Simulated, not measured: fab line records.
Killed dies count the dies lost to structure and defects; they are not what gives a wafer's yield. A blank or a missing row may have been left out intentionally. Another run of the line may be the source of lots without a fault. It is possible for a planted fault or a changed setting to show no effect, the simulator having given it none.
Chamber matching -- flow sky130 -- 3 sister chambers for SKY_METAL4_ETCH_17 on rieDiel-01
The step etches SiO2 in C4F8/O2/Ar, stops on TiN, time 3.9 s, target depth 15 nm. 14 wafers are shown with their chamber, then 6 later ones without.

WAFERS WITH THEIR CHAMBER
wafer,chamber,oesProductAu (a.u.)
L077.2,0,0.756
L077.3,0,0.751
L077.6,2,0.749
L083.1,1,0.766
L083.2,0,0.750
L083.5,1,0.763
L085.1,0,0.749
L085.2,2,0.755
L085.3,1,0.763
L085.4,0,0.752
L085.5,1,0.769
L085.6,2,0.756
L084.1,2,0.764
L084.2,0,0.746

SIGNATURES, as means of the wafers listed above
reading,chamber 0,chamber 1,chamber 2,scatter within a chamber
oesProductAu,0.75067,0.76525,0.75600,0.0042
Rule: for each reading, subtract the chamber's mean from the wafer's reading, divide by that reading's scatter and square the result; add these up over the readings and take the root, which gives the wafer's distance from the chamber. The wafer belongs to the nearest chamber; if the next one is less than 2 further off, it can't be placed. How the scatter is found: for the shown wafers, subtract from each reading the mean of its chamber, square and add these, divide the total by (wafers less chambers), then take the root.

WAFERS WHOSE CHAMBER IS MISSING
wafer,oesProductAu (a.u.)
L084.4,0.764
L087.3,0.739
L087.5,0.744
L087.6,0.755
L094.2,0.751
L094.4,0.750

WHICH CHAMBER EACH ONE RAN IN
wafer,from the rows above,in truth
L084.4,can't be placed: 1 or 2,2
L087.3,can't be placed: 0 or 2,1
L087.5,can't be placed: 0 or 2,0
L087.6,can't be placed: 2 or 0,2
L094.2,can't be placed: 0 or 2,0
L094.4,can't be placed: 0 or 2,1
Correct placement for 0 of the 6. Unplaceable from these rows: 6, with the true chamber sitting among the candidates in 4. Placed wrongly: 0.
